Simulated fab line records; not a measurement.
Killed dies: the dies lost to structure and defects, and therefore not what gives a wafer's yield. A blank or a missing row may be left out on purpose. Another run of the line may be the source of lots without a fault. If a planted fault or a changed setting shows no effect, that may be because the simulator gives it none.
A lot that was struck, set against a sound lot | flow sky130 | 21 steps out of a route of 708
Sound: the wafers L226.1, L226.3, L226.5. The struck wafers were L241.4, L241.5, L241.6. At the end, the cause is stated.
At each step with rows: each side's tool, then ch and its chambers, then its first start. Under that, the readings that differ: sound wafers | struck wafers | difference of the means | sigmas: that difference in standard deviations of wafers without a fault.
alike: words and numbers the same on both sides, and readings whose means are apart by under 2 such deviations; not compared: readings that were withheld, readings missing a value for some wafer, numbers with overlapping values and no deviation given by the record, and bounds like >300 which may hide the same value.
The two part at a step that has a row with sigmas, a row that says differs or no value, or rows on one side only. Non-overlapping numbers with no deviation appear without sigmas and do not part them. Lack of a reading on every wafer of one side parts them only where that side has two or more wafers.

first, 5 steps without rows for these wafers: SKY_SD_P_COAT_02 (resist thk 1140 nm); SKY_SD_P_SOFTBAKE_03 (time 60 s); SKY_SD_P_EXPOSE_04 (exposes mask PSDM, target cd 380 nm); SKY_SD_P_PEB_05; SKY_SD_P_DEVELOP_06 (develop time 60 s).
SKY_SD_P_CD_MEAS_07: the cd target is 380 nm.
  struck on cd-sem-01, day 31 07:44; sound on cd-sem-02, day 26 01:23
  alike: cd-nm
SKY_SD_P_OVL_MEAS_08:
  struck on overlay-02, day 31 07:49; sound on overlay-02, day 26 01:31
  alike: SD_P_OVL
following that, these wafers have no rows for 1 step: SKY_SD_P_IMPLANT_09.
SKY_SD_P_STRIP_10: strips in O2/N2.
  sound on plasma-asher-01 ch 0,1, day 26 01:42; struck on plasma-asher-01 ch 0,1, day 31 08:01
  alike: chamber-pressure-mTorr, drypump-motor-current-A, oes-product-au, strip-time-to-endpoint-s
  not compared: rf-hours-counter-h
SKY_SD_P_TW_MEAS_11:
  struck on film-metro-01, day 31 08:07; sound on film-metro-01, day 26 01:48
  alike: SD_P_TW
then, 2 steps without rows for these wafers: SKY_RES_XHIGH_DEHYDRATE_00 (time 60 s); SKY_RES_XHIGH_HMDS_01 (prime time 60 s).
SKY_RES_XHIGH_COAT_02: resist thk 1140 nm.
  sound on litho-track-02 ch 0, day 26 15:26; struck on litho-track-03 ch 0, day 31 22:01
  reading                                        | sound          | struck         | difference | sigmas
  model.NOVOLAK_of_RES_XHIGH_COAT_02.thk-nm (nm) | 1144 1141 1140 | 1068 1068 1070 | -73        |
then, 3 steps without rows for these wafers: SKY_RES_XHIGH_SOFTBAKE_03 (time 60 s); SKY_RES_XHIGH_EXPOSE_04 (exposes mask URPM, target cd 1270 nm); SKY_RES_XHIGH_PEB_05.
SKY_RES_XHIGH_DEVELOP_06: develop time 60 s.
  sound on litho-track-01 ch 0, day 27 06:17; struck on litho-track-02 ch 0, day 32 11:07
  reading                                        | sound          | struck         | difference | sigmas
  model.NOVOLAK_of_RES_XHIGH_COAT_02.thk-nm (nm) | 1144 1141 1140 | 1067 1067 1070 | -74        |
  alike: developer-temp-C
following that, these wafers have no rows for 1 step: SKY_RES_XHIGH_IMPLANT_07.
SKY_RES_XHIGH_STRIP_08: strips in O2/N2.
  sound on plasma-asher-03 ch 0,1, day 27 06:35; struck on plasma-asher-04 ch 0,1, day 32 11:22
  reading                      | sound             | struck            | difference | sigmas
  drypump-motor-current-A (A)  | 5.9 5.9 5.5       | 4.9 5.4 4.9       | -0.7       | -2
  strip-time-to-endpoint-s (s) | 14.32 14.28 14.27 | 13.42 13.41 13.44 | -0.87      | -23
  alike: chamber-pressure-mTorr, oes-product-au
  not compared: rf-hours-counter-h
SKY_RES_XHIGH_TW_MEAS_09:
  struck on film-metro-03, day 32 11:28; sound on film-metro-01, day 27 06:41
  alike: RES_XHIGH_TW
-- a jump in the record: the struck wafers' starts before and after are 17 days apart (it breaks off in module RES_XHIGH and resumes in module PAD_OPEN, where the first step shown is number 708 of the route) --
SKY_PAD_OPEN_PROBE_99:
  record: rows for the struck wafers here (prober-01, day 49 16:40), none for the sound ones

== WHERE THEY PART ==
At SKY_RES_XHIGH_STRIP_08 first; at SKY_PAD_OPEN_PROBE_99 last (within this record only).

WHY: what had been put in by the simulator
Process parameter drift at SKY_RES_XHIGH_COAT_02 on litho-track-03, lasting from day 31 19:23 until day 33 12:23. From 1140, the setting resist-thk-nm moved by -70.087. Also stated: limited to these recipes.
